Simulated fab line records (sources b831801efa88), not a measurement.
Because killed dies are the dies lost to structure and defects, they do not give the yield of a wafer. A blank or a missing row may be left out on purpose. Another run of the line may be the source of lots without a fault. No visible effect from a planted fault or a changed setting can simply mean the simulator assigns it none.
Which tool is to blame? || flow sky130 || 39 wafers from 13 lots sampled at 5 of the route's 708 steps

== WHAT EACH GAUGE READ, for each wafer ==
SKY_SONOS_TUNNEL_TW_MEAS_12.
{"lot": "L178", "measured": "day 11 06:13", "on": "filmMetro-02", "SONOS_TUNNEL_TW": "200.8 198.5 200.3"}
{"lot": "L179", "measured": "day 11 16:42", "on": "filmMetro-03", "SONOS_TUNNEL_TW": "197.2 197.8 197.4"}
{"lot": "L182", "measured": "day 12 19:07", "on": "filmMetro-02", "SONOS_TUNNEL_TW": "199.8 199.8 200.6"}
{"lot": "L184", "measured": "day 13 04:06", "on": "filmMetro-02", "SONOS_TUNNEL_TW": "201.1 200.1 202.1"}
{"lot": "L185", "measured": "day 13 12:58", "on": "filmMetro-01", "SONOS_TUNNEL_TW": "194.6 195.0 194.7"}
{"lot": "L186", "measured": "day 14 09:52", "on": "filmMetro-02", "SONOS_TUNNEL_TW": "199.9 198.9 200.1"}
{"lot": "L188", "measured": "day 14 18:09", "on": "filmMetro-03", "SONOS_TUNNEL_TW": "196.9 196.8 197.0"}
{"lot": "L187", "measured": "day 14 19:53", "on": "filmMetro-01", "SONOS_TUNNEL_TW": "195.6 195.5 196.5"}
{"lot": "L192", "measured": "day 16 00:43", "on": "filmMetro-02", "SONOS_TUNNEL_TW": "198.3 199.4 198.5"}
{"lot": "L195", "measured": "day 16 20:56", "on": "filmMetro-03", "SONOS_TUNNEL_TW": "198.5 198.1 197.8"}
{"lot": "L198", "measured": "day 17 23:11", "on": "filmMetro-03", "SONOS_TUNNEL_TW": "196.7 196.4 197.1"}
{"lot": "L197", "measured": "day 18 06:29", "on": "filmMetro-02", "SONOS_TUNNEL_TW": "199.4 200.2 200.2"}
{"lot": "L200", "measured": "day 18 13:50", "on": "filmMetro-03", "SONOS_TUNNEL_TW": "197.7 197.3 197.5"}

SKY_SONOS_ONO_OVL_MEAS_14.
{"lot": "L178", "measured": "day 12 12:14", "on": "overlay-02", "SONOS_ONO_OVL (nm)": "-0.7 -0.4 -2.2"}
{"lot": "L179", "measured": "day 12 21:17", "on": "overlay-02", "SONOS_ONO_OVL (nm)": "-2.7 -2.0 -1.0"}
{"lot": "L182", "measured": "day 14 00:50", "on": "overlay-01", "SONOS_ONO_OVL (nm)": "-0.5 0.7 -0.3"}
{"lot": "L184", "measured": "day 14 10:14", "on": "overlay-02", "SONOS_ONO_OVL (nm)": "-1.5 0.7 -0.2"}
{"lot": "L185", "measured": "day 14 21:02", "on": "overlay-01", "SONOS_ONO_OVL (nm)": "0.6 -1.3 0.9"}
{"lot": "L186", "measured": "day 15 22:17", "on": "overlay-01", "SONOS_ONO_OVL (nm)": "-1.1 -2.2 -2.3"}
{"lot": "L188", "measured": "day 16 02:53", "on": "overlay-02", "SONOS_ONO_OVL (nm)": "-2.8 -1.8 -2.6"}
{"lot": "L187", "measured": "day 16 06:05", "on": "overlay-01", "SONOS_ONO_OVL (nm)": "1.2 -0.9 -0.3"}
{"lot": "L192", "measured": "day 17 12:18", "on": "overlay-01", "SONOS_ONO_OVL (nm)": "-0.5 0.1 0.3"}
{"lot": "L195", "measured": "day 18 08:11", "on": "overlay-01", "SONOS_ONO_OVL (nm)": "0.1 -1.1 -0.7"}
{"lot": "L198", "measured": "day 19 10:14", "on": "overlay-02", "SONOS_ONO_OVL (nm)": "-0.4 0.6 -0.5"}
{"lot": "L197", "measured": "day 19 17:59", "on": "overlay-02", "SONOS_ONO_OVL (nm)": "-2.0 -1.9 -2.2"}
{"lot": "L200", "measured": "day 20 02:50", "on": "overlay-02", "SONOS_ONO_OVL (nm)": "1.5 -0.3 -1.9"}

SKY_POLY_GATE_CD_MEAS_13: the cd target is 150 nm.
{"lot": "L178", "measured": "day 16 08:37", "on": "cdSem-01", "cdNm (nm)": "150.9 151.3 150.5"}
{"lot": "L179", "measured": "day 16 14:26", "on": "cdSem-01", "cdNm (nm)": "149.9 149.6 148.8"}
{"lot": "L182", "measured": "day 17 23:07", "on": "cdSem-01", "cdNm (nm)": "149.7 147.9 148.5"}
{"lot": "L184", "measured": "day 18 08:34", "on": "cdSem-02", "cdNm (nm)": "150.3 149.6 150.9"}
{"lot": "L185", "measured": "day 18 18:04", "on": "cdSem-01", "cdNm (nm)": "150.1 151.0 152.6"}
{"lot": "L186", "measured": "day 19 23:23", "on": "cdSem-01", "cdNm (nm)": "148.7 150.8 149.8"}
{"lot": "L188", "measured": "day 20 03:42", "on": "cdSem-02", "cdNm (nm)": "151.9 152.7 152.4"}
{"lot": "L187", "measured": "day 20 09:33", "on": "cdSem-01", "cdNm (nm)": "148.4 148.5 149.2"}
{"lot": "L192", "measured": "day 21 17:09", "on": "cdSem-01", "cdNm (nm)": "148.4 147.3 150.2"}
{"lot": "L195", "measured": "day 22 13:44", "on": "cdSem-01", "cdNm (nm)": "152.1 149.4 150.3"}
{"lot": "L198", "measured": "day 23 13:01", "on": "cdSem-02", "cdNm (nm)": "150.4 148.9 149.2"}
{"lot": "L197", "measured": "day 23 22:37", "on": "cdSem-02", "cdNm (nm)": "150.4 149.1 151.3"}
{"lot": "L200", "measured": "day 24 05:25", "on": "cdSem-01", "cdNm (nm)": "151.7 151.6 151.2"}

== WHICH TOOL RAN EACH LOT (tool, then ch and the chambers of the sampled wafers, then the start) ==
{"lot": "L178", "SKY_GATE_OXIDE_SOFTBAKE_06": "lithoTrack-01 ch 0, day 13 03:58", "SKY_GATE_OXIDE_STRIP_13": "plasmaAsher-03 ch 0,1, day 13 16:33"}
{"lot": "L179", "SKY_GATE_OXIDE_SOFTBAKE_06": "lithoTrack-04 ch 0, day 13 11:37", "SKY_GATE_OXIDE_STRIP_13": "plasmaAsher-02 ch 1, day 14 00:50"}
{"lot": "L182", "SKY_GATE_OXIDE_SOFTBAKE_06": "lithoTrack-02 ch 0, day 14 17:08", "SKY_GATE_OXIDE_STRIP_13": "plasmaAsher-03 ch 0,1, day 15 07:02"}
{"lot": "L184", "SKY_GATE_OXIDE_SOFTBAKE_06": "lithoTrack-01 ch 0, day 15 02:19", "SKY_GATE_OXIDE_STRIP_13": "plasmaAsher-03 ch 0,1, day 15 16:25"}
{"lot": "L185", "SKY_GATE_OXIDE_SOFTBAKE_06": "lithoTrack-01 ch 0, day 15 12:37", "SKY_GATE_OXIDE_STRIP_13": "plasmaAsher-02 ch 0,1, day 16 01:58"}
{"lot": "L186", "SKY_GATE_OXIDE_SOFTBAKE_06": "lithoTrack-04 ch 0, day 16 14:43", "SKY_GATE_OXIDE_STRIP_13": "plasmaAsher-02 ch 0,1, day 17 04:28"}
{"lot": "L188", "SKY_GATE_OXIDE_SOFTBAKE_06": "lithoTrack-01 ch 0, day 16 19:25", "SKY_GATE_OXIDE_STRIP_13": "plasmaAsher-02 ch 0,1, day 17 09:50"}
{"lot": "L187", "SKY_GATE_OXIDE_SOFTBAKE_06": "lithoTrack-04 ch 0, day 16 22:40", "SKY_GATE_OXIDE_STRIP_13": "plasmaAsher-01 ch 0,1, day 17 13:36"}
{"lot": "L192", "SKY_GATE_OXIDE_SOFTBAKE_06": "lithoTrack-04 ch 0, day 18 05:40", "SKY_GATE_OXIDE_STRIP_13": "plasmaAsher-03 ch 0,1, day 18 21:35"}
{"lot": "L195", "SKY_GATE_OXIDE_SOFTBAKE_06": "lithoTrack-02 ch 0, day 19 01:31", "SKY_GATE_OXIDE_STRIP_13": "plasmaAsher-01 ch 0,1, day 19 16:49"}
{"lot": "L198", "SKY_GATE_OXIDE_SOFTBAKE_06": "lithoTrack-01 ch 0, day 20 03:59", "SKY_GATE_OXIDE_STRIP_13": "plasmaAsher-01 ch 0,1, day 20 19:21"}
{"lot": "L197", "SKY_GATE_OXIDE_SOFTBAKE_06": "lithoTrack-01 ch 0, day 20 11:37", "SKY_GATE_OXIDE_STRIP_13": "plasmaAsher-01 ch 0,1, day 21 03:03"}
{"lot": "L200", "SKY_GATE_OXIDE_SOFTBAKE_06": "lithoTrack-01 ch 0, day 20 20:10", "SKY_GATE_OXIDE_STRIP_13": "plasmaAsher-02 ch 0,1, day 21 12:26"}
- SKY_GATE_OXIDE_SOFTBAKE_06: time 60 s.
- SKY_GATE_OXIDE_STRIP_13: strips in O2/N2.

== AS READ BY THE TOOLS THEMSELVES (means over the sampled wafers that have a number; for cases with no such wafer, the mark the record gives instead) ==
SKY_GATE_OXIDE_SOFTBAKE_06.
{"lot": "L178", "tool": "lithoTrack-01", "heaterPowerTotalW (W)": 56.60, "plateTempC (C)": 90.14}
{"lot": "L179", "tool": "lithoTrack-04", "heaterPowerTotalW (W)": 56.59, "plateTempC (C)": 89.99}
{"lot": "L182", "tool": "lithoTrack-02", "heaterPowerTotalW (W)": 56.67, "plateTempC (C)": 90.02}
{"lot": "L184", "tool": "lithoTrack-01", "heaterPowerTotalW (W)": 56.58, "plateTempC (C)": 89.89}
{"lot": "L185", "tool": "lithoTrack-01", "heaterPowerTotalW (W)": 67.29, "plateTempC (C)": 101.74}
{"lot": "L186", "tool": "lithoTrack-04", "heaterPowerTotalW (W)": 56.56, "plateTempC (C)": 89.96}
{"lot": "L188", "tool": "lithoTrack-01", "heaterPowerTotalW (W)": 67.32, "plateTempC (C)": 102.00}
{"lot": "L187", "tool": "lithoTrack-04", "heaterPowerTotalW (W)": 56.54, "plateTempC (C)": 89.94}
{"lot": "L192", "tool": "lithoTrack-04", "heaterPowerTotalW (W)": 56.63, "plateTempC (C)": 89.89}
{"lot": "L195", "tool": "lithoTrack-02", "heaterPowerTotalW (W)": 56.61, "plateTempC (C)": 90.02}
{"lot": "L198", "tool": "lithoTrack-01", "heaterPowerTotalW (W)": 56.61, "plateTempC (C)": 90.26}
{"lot": "L197", "tool": "lithoTrack-01", "heaterPowerTotalW (W)": 56.54, "plateTempC (C)": 89.97}
{"lot": "L200", "tool": "lithoTrack-01", "heaterPowerTotalW (W)": 56.62, "plateTempC (C)": 89.91}

SKY_GATE_OXIDE_STRIP_13.
{"lot": "L178", "tool": "plasmaAsher-03", "chamberPressureMTorr (mTorr)": 1498.7, "drypumpMotorCurrentA (A)": 5.8, "oesProductAu (a.u.)": 0.721, "stripTimeToEndpointS (s)": 14.16}
{"lot": "L179", "tool": "plasmaAsher-02", "chamberPressureMTorr (mTorr)": 1499.6, "drypumpMotorCurrentA (A)": 5.8, "oesProductAu (a.u.)": 0.719, "stripTimeToEndpointS (s)": 14.22}
{"lot": "L182", "tool": "plasmaAsher-03", "chamberPressureMTorr (mTorr)": 1499.4, "drypumpMotorCurrentA (A)": 6.0, "oesProductAu (a.u.)": 0.720, "stripTimeToEndpointS (s)": 14.20}
{"lot": "L184", "tool": "plasmaAsher-03", "chamberPressureMTorr (mTorr)": 1501.0, "drypumpMotorCurrentA (A)": 5.8, "oesProductAu (a.u.)": 0.712, "stripTimeToEndpointS (s)": 14.15}
{"lot": "L185", "tool": "plasmaAsher-02", "chamberPressureMTorr (mTorr)": 1499.2, "drypumpMotorCurrentA (A)": 5.1, "oesProductAu (a.u.)": 0.717, "stripTimeToEndpointS (s)": 13.74}
{"lot": "L186", "tool": "plasmaAsher-02", "chamberPressureMTorr (mTorr)": 1500.0, "drypumpMotorCurrentA (A)": 5.5, "oesProductAu (a.u.)": 0.717, "stripTimeToEndpointS (s)": 14.18}
{"lot": "L188", "tool": "plasmaAsher-02", "chamberPressureMTorr (mTorr)": 1499.2, "drypumpMotorCurrentA (A)": 5.1, "oesProductAu (a.u.)": 0.720, "stripTimeToEndpointS (s)": 13.76}
{"lot": "L187", "tool": "plasmaAsher-01", "chamberPressureMTorr (mTorr)": 1499.5, "drypumpMotorCurrentA (A)": 6.1, "oesProductAu (a.u.)": 0.718, "stripTimeToEndpointS (s)": 14.19}
{"lot": "L192", "tool": "plasmaAsher-03", "chamberPressureMTorr (mTorr)": 1499.9, "drypumpMotorCurrentA (A)": 5.8, "oesProductAu (a.u.)": 0.715, "stripTimeToEndpointS (s)": 14.27}
{"lot": "L195", "tool": "plasmaAsher-01", "chamberPressureMTorr (mTorr)": 1500.5, "drypumpMotorCurrentA (A)": 6.1, "oesProductAu (a.u.)": 0.718, "stripTimeToEndpointS (s)": 14.19}
{"lot": "L198", "tool": "plasmaAsher-01", "chamberPressureMTorr (mTorr)": 1500.6, "drypumpMotorCurrentA (A)": 6.1, "oesProductAu (a.u.)": 0.716, "stripTimeToEndpointS (s)": 14.18}
{"lot": "L197", "tool": "plasmaAsher-01", "chamberPressureMTorr (mTorr)": 1501.3, "drypumpMotorCurrentA (A)": 5.9, "oesProductAu (a.u.)": 0.717, "stripTimeToEndpointS (s)": 14.19}
{"lot": "L200", "tool": "plasmaAsher-02", "chamberPressureMTorr (mTorr)": 1499.3, "drypumpMotorCurrentA (A)": 5.5, "oesProductAu (a.u.)": 0.714, "stripTimeToEndpointS (s)": 14.25}

== THE ANSWER, worked out from the rows above alone ==
Rule: usual is defined by the lots themselves. Put in order of their means at a reading, lots are off if they are a third of the lots or fewer, leave a main group of 4 or more, and stand apart from it by a gap of 3 or more times the standard deviation of the main group's means; of several such gaps the widest counts. The tables above print the reading to a certain number of digits; a main group whose means all agree to those digits is not used. A lot without any number at a reading at which 4 lots or more have one is off too. Where the step has rows for the other lots, those lots are counted as sound. After the gauges, taken in route order, come the tools' own readings; for these a lot's mean is taken, as printed above. The first step at which some lot is off is used, and at that step the reading that is off furthest; a lot without a number counts as furthest.
Off, at SKY_GATE_OXIDE_SOFTBAKE_06 on heaterPowerTotalW: L185, L188. The main group: mean 56.60 W, standard deviation 0.038.
A tool fits if, at that step or a process step before it, it ran every lot that is off, and no sound lot after the first of them. Of those tried, none fits.

== WHAT THE SIMULATOR HAD INSERTED ==
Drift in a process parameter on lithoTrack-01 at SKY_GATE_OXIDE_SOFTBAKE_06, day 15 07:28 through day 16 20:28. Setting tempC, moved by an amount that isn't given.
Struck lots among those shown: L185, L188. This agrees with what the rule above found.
